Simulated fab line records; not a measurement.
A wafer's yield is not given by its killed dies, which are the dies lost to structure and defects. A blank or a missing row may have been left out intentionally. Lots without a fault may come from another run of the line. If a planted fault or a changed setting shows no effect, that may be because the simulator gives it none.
Which tool did it? :: flow sky130 :: 13 lots with 39 wafers sampled at 5 steps, on a route of 708 steps

## WHAT THE GAUGES SHOWED, per wafer
SKY_FIELD_ISO_THK_MEAS_23. Usual: FIELD_ISO_OXIDATION_01_THK 9.90 nm, standard deviation 0.19.
lot: L596
measured: day 2 17:17
on: film-metro-02
FIELD_ISO_OXIDATION_01_THK (nm): 9.85 9.65 9.97
flag: 

lot: L597
measured: day 3 00:09
on: film-metro-04
FIELD_ISO_OXIDATION_01_THK (nm): 9.54 9.52 9.60
flag: 

lot: L599
measured: day 3 10:03
on: film-metro-02
FIELD_ISO_OXIDATION_01_THK (nm): 10.11 10.09 10.02
flag: 

lot: L600
measured: day 3 14:50
on: film-metro-03
FIELD_ISO_OXIDATION_01_THK (nm): 9.81 9.95 9.92
flag: 

lot: L601
measured: day 3 21:22
on: film-metro-04
FIELD_ISO_OXIDATION_01_THK (nm): 9.86 9.75 9.55
flag: 

lot: L605
measured: day 4 18:07
on: film-metro-04
FIELD_ISO_OXIDATION_01_THK (nm): 9.80 9.95 9.99
flag: 

lot: L610
measured: day 5 19:20
on: film-metro-03
FIELD_ISO_OXIDATION_01_THK (nm): 10.13 10.18 10.20
flag: 

lot: L612
measured: day 6 06:05
on: film-metro-02
FIELD_ISO_OXIDATION_01_THK (nm): 10.07 9.98 9.87
flag: 

lot: L613
measured: day 6 11:26
on: film-metro-04
FIELD_ISO_OXIDATION_01_THK (nm): 10.06 9.99 10.02
flag: 

lot: L614
measured: day 6 15:34
on: film-metro-03
FIELD_ISO_OXIDATION_01_THK (nm): 10.27 10.25 10.14
flag: 

lot: L615
measured: day 6 22:48
on: film-metro-04
FIELD_ISO_OXIDATION_01_THK (nm): 10.10 10.14 9.91
flag: 

lot: L616
measured: day 7 03:25
on: film-metro-03
FIELD_ISO_OXIDATION_01_THK (nm): 9.71 9.59 9.80
flag: 

lot: L617
measured: day 7 09:02
on: film-metro-02
FIELD_ISO_OXIDATION_01_THK (nm): 10.08 10.21 10.13
flag: 

SKY_DNWELL_TW_MEAS_09. Usual: DNWELL_TW 1112, standard deviation 7.8.
lot: L596
measured: day 3 16:41
on: film-metro-03
DNWELL_TW: 1115 1108 1113
flag: 

lot: L597
measured: day 3 21:11
on: film-metro-04
DNWELL_TW: 1117 1111 1117
flag: 

lot: L599
measured: day 4 06:49
on: film-metro-04
DNWELL_TW: 1112 1105 1112
flag: 

lot: L600
measured: day 4 13:50
on: film-metro-01
DNWELL_TW: 1113 1111 1107
flag: 

lot: L601
measured: day 4 20:32
on: film-metro-04
DNWELL_TW: 1119 1119 1120
flag: 

lot: L605
measured: day 5 16:11
on: film-metro-04
DNWELL_TW: 1124 1126 1120
flag: 

lot: L610
measured: day 6 20:24
on: film-metro-01
DNWELL_TW: 1103 1105 1107
flag: 

lot: L612
measured: day 7 08:24
on: film-metro-01
DNWELL_TW: 1110 1110 1105
flag: 

lot: L613
measured: day 7 12:44
on: film-metro-03
DNWELL_TW: 1106 1115 1114
flag: 

lot: L614
measured: day 7 19:45
on: film-metro-03
DNWELL_TW: 1107 1105 1108
flag: 

lot: L615
measured: day 8 00:50
on: film-metro-03
DNWELL_TW: 1112 1110 1111
flag: 

lot: L616
measured: day 8 05:40
on: film-metro-01
DNWELL_TW: 1109 1116 1114
flag: 

lot: L617
measured: day 8 10:52
on: film-metro-01
DNWELL_TW: 1107 1106 1101
flag: 

SKY_VT_ADJUST_LVTN_TW_MEAS_10. Usual: VT_ADJUST_LVTN_TW 241.3, standard deviation 1.8.
lot: L596
measured: day 7 12:07
on: film-metro-02
VT_ADJUST_LVTN_TW: 239.9 239.7 240.8
flag: 

lot: L597
measured: day 7 18:31
on: film-metro-02
VT_ADJUST_LVTN_TW: 240.2 240.0 240.7
flag: 

lot: L599
measured: day 8 05:44
on: film-metro-02
VT_ADJUST_LVTN_TW: 240.7 240.1 237.6
flag: 

lot: L600
measured: day 8 15:59
on: film-metro-01
VT_ADJUST_LVTN_TW: 231.9 231.4 231.7
flag: OFF

lot: L601
measured: day 8 23:43
on: film-metro-01
VT_ADJUST_LVTN_TW: 231.5 231.3 231.7
flag: OFF

lot: L605
measured: day 9 20:13
on: film-metro-02
VT_ADJUST_LVTN_TW: 240.5 239.3 240.5
flag: 

lot: L610
measured: day 11 09:06
on: film-metro-02
VT_ADJUST_LVTN_TW: 241.6 240.6 241.7
flag: 

lot: L612
measured: day 11 23:08
on: film-metro-02
VT_ADJUST_LVTN_TW: 240.9 240.8 240.7
flag: 

lot: L613
measured: day 12 03:01
on: film-metro-04
VT_ADJUST_LVTN_TW: 243.6 244.8 244.8
flag: 

lot: L614
measured: day 12 13:33
on: film-metro-04
VT_ADJUST_LVTN_TW: 243.8 243.3 243.7
flag: 

lot: L615
measured: day 12 18:52
on: film-metro-01
VT_ADJUST_LVTN_TW: 239.0 239.5 238.7
flag: 

lot: L616
measured: day 13 01:09
on: film-metro-02
VT_ADJUST_LVTN_TW: 239.5 240.3 239.6
flag: 

lot: L617
measured: day 13 07:11
on: film-metro-01
VT_ADJUST_LVTN_TW: 242.8 241.0 240.7
flag: 

## WHICH TOOL RAN EACH LOT (tool, then ch and the chambers of the sampled wafers, then the start)
lot: L596
SKY_NWELL_RTA_28: rtp-anneal-02 ch 0, day 5 21:24
SKY_VT_ADJUST_LVTN_IMPLANT_08: implanter-02 ch 0, day 7 11:53

lot: L597
SKY_NWELL_RTA_28: rtp-anneal-01 ch 0, day 6 02:54
SKY_VT_ADJUST_LVTN_IMPLANT_08: implanter-02 ch 0, day 7 18:17

lot: L599
SKY_NWELL_RTA_28: rtp-anneal-02 ch 0, day 6 13:25
SKY_VT_ADJUST_LVTN_IMPLANT_08: implanter-03 ch 0, day 8 05:29

lot: L600
SKY_NWELL_RTA_28: rtp-anneal-02 ch 0, day 6 22:06
SKY_VT_ADJUST_LVTN_IMPLANT_08: implanter-02 ch 0, day 8 15:46

lot: L601
SKY_NWELL_RTA_28: rtp-anneal-02 ch 0, day 7 06:02
SKY_VT_ADJUST_LVTN_IMPLANT_08: implanter-02 ch 0, day 8 23:29

lot: L605
SKY_NWELL_RTA_28: rtp-anneal-01 ch 0, day 8 02:36
SKY_VT_ADJUST_LVTN_IMPLANT_08: implanter-03 ch 0, day 9 19:59

lot: L610
SKY_NWELL_RTA_28: rtp-anneal-02 ch 0, day 9 11:34
SKY_VT_ADJUST_LVTN_IMPLANT_08: implanter-02 ch 0, day 11 08:51

lot: L612
SKY_NWELL_RTA_28: rtp-anneal-02 ch 0, day 9 23:16
SKY_VT_ADJUST_LVTN_IMPLANT_08: implanter-04 ch 0, day 11 22:53

lot: L613
SKY_NWELL_RTA_28: rtp-anneal-02 ch 0, day 10 04:53
SKY_VT_ADJUST_LVTN_IMPLANT_08: implanter-02 ch 0, day 12 02:48

lot: L614
SKY_NWELL_RTA_28: rtp-anneal-01 ch 0, day 10 14:40
SKY_VT_ADJUST_LVTN_IMPLANT_08: implanter-04 ch 0, day 12 13:18

lot: L615
SKY_NWELL_RTA_28: rtp-anneal-02 ch 0, day 10 18:11
SKY_VT_ADJUST_LVTN_IMPLANT_08: implanter-04 ch 0, day 12 18:38

lot: L616
SKY_NWELL_RTA_28: rtp-anneal-01 ch 0, day 11 00:43
SKY_VT_ADJUST_LVTN_IMPLANT_08: implanter-04 ch 0, day 13 00:54

lot: L617
SKY_NWELL_RTA_28: rtp-anneal-02 ch 0, day 11 06:01
SKY_VT_ADJUST_LVTN_IMPLANT_08: implanter-04 ch 0, day 13 06:56
- SKY_NWELL_RTA_28: time 30 s.
- SKY_VT_ADJUST_LVTN_IMPLANT_08

## AS READ BY THE TOOLS THEMSELVES (means over the sampled wafers that have a number; for cases with no such wafer, the mark the record gives instead)
SKY_NWELL_RTA_28. Usual: anneal-temp-c-max 1054.9, standard deviation 1.3; lamp-power-pct 25.30 %, standard deviation 0.051; wafer_temp_C_max 1055.0, standard deviation 1.1.
lot: L596
tool: rtp-anneal-02
anneal-temp-c-max: 1055.9
lamp-power-pct (%): 25.32
wafer_temp_C_max: 1055.5
flag: 

lot: L597
tool: rtp-anneal-01
anneal-temp-c-max: 1053.6
lamp-power-pct (%): 25.34
wafer_temp_C_max: 1054.6
flag: 

lot: L599
tool: rtp-anneal-02
anneal-temp-c-max: 1055.3
lamp-power-pct (%): 25.31
wafer_temp_C_max: 1055.0
flag: 

lot: L600
tool: rtp-anneal-02
anneal-temp-c-max: 1055.8
lamp-power-pct (%): 25.31
wafer_temp_C_max: 1055.2
flag: 

lot: L601
tool: rtp-anneal-02
anneal-temp-c-max: 1055.8
lamp-power-pct (%): 25.31
wafer_temp_C_max: 1055.3
flag: 

lot: L605
tool: rtp-anneal-01
anneal-temp-c-max: 1053.2
lamp-power-pct (%): 25.27
wafer_temp_C_max: 1054.7
flag: 

lot: L610
tool: rtp-anneal-02
anneal-temp-c-max: 1055.9
lamp-power-pct (%): 25.30
wafer_temp_C_max: 1053.9
flag: 

lot: L612
tool: rtp-anneal-02
anneal-temp-c-max: 1055.0
lamp-power-pct (%): 25.29
wafer_temp_C_max: 1054.9
flag: 

lot: L613
tool: rtp-anneal-02
anneal-temp-c-max: 1055.8
lamp-power-pct (%): 25.33
wafer_temp_C_max: 1054.9
flag: 

lot: L614
tool: rtp-anneal-01
anneal-temp-c-max: 1053.9
lamp-power-pct (%): 25.26
wafer_temp_C_max: 1055.8
flag: 

lot: L615
tool: rtp-anneal-02
anneal-temp-c-max: 1055.3
lamp-power-pct (%): 25.32
wafer_temp_C_max: 1055.4
flag: 

lot: L616
tool: rtp-anneal-01
anneal-temp-c-max: 1053.7
lamp-power-pct (%): 25.26
wafer_temp_C_max: 1056.0
flag: 

lot: L617
tool: rtp-anneal-02
anneal-temp-c-max: 1054.9
lamp-power-pct (%): 25.28
wafer_temp_C_max: 1055.0
flag: 

SKY_VT_ADJUST_LVTN_IMPLANT_08. Usual: dose-ions-cm2 reads 1.5701e+12 (standard deviation 2e+09).
lot: L596
tool: implanter-02
dose-ions-cm2: 1.5701e+12
flag: 

lot: L597
tool: implanter-02
dose-ions-cm2: 1.5695e+12
flag: 

lot: L599
tool: implanter-03
dose-ions-cm2: 1.5716e+12
flag: 

lot: L600
tool: implanter-02
dose-ions-cm2: 1.5722e+12
flag: 

lot: L601
tool: implanter-02
dose-ions-cm2: 1.5707e+12
flag: 

lot: L605
tool: implanter-03
dose-ions-cm2: 1.5703e+12
flag: 

lot: L610
tool: implanter-02
dose-ions-cm2: 1.5710e+12
flag: 

lot: L612
tool: implanter-04
dose-ions-cm2: 1.5716e+12
flag: 

lot: L613
tool: implanter-02
dose-ions-cm2: 1.5716e+12
flag: 

lot: L614
tool: implanter-04
dose-ions-cm2: 1.5692e+12
flag: 

lot: L615
tool: implanter-04
dose-ions-cm2: 1.5719e+12
flag: 

lot: L616
tool: implanter-04
dose-ions-cm2: 1.5654e+12
flag: 

lot: L617
tool: implanter-04
dose-ions-cm2: 1.5693e+12
flag: 

## THE ANSWER, worked out from the rows above alone
Rule: a lot counts as off when the mean over its wafers that have a number is more than 3 standard deviations away from the usual mean. Also off: a lot with no number at a reading for which 4 or more lots have one. All remaining lots with rows at the step are treated as sound. The gauges are gone through in route order, then the tools' own readings, and for those a lot's mean is taken as printed above. At the first step where some lot is off, the reading lying furthest off is the one used; lots without a number count as furthest.
Off: L600, L601, seen at SKY_VT_ADJUST_LVTN_TW_MEAS_10 (VT_ADJUST_LVTN_TW).
A tool fits if, at a process step before that reading, it ran every lot that is off, and no sound lot after the first of them. Those tools and the gauges at SKY_VT_ADJUST_LVTN_TW_MEAS_10 are tried in the same way. No candidate that was tried fits.

## WHAT THE SIMULATOR HAD PUT IN
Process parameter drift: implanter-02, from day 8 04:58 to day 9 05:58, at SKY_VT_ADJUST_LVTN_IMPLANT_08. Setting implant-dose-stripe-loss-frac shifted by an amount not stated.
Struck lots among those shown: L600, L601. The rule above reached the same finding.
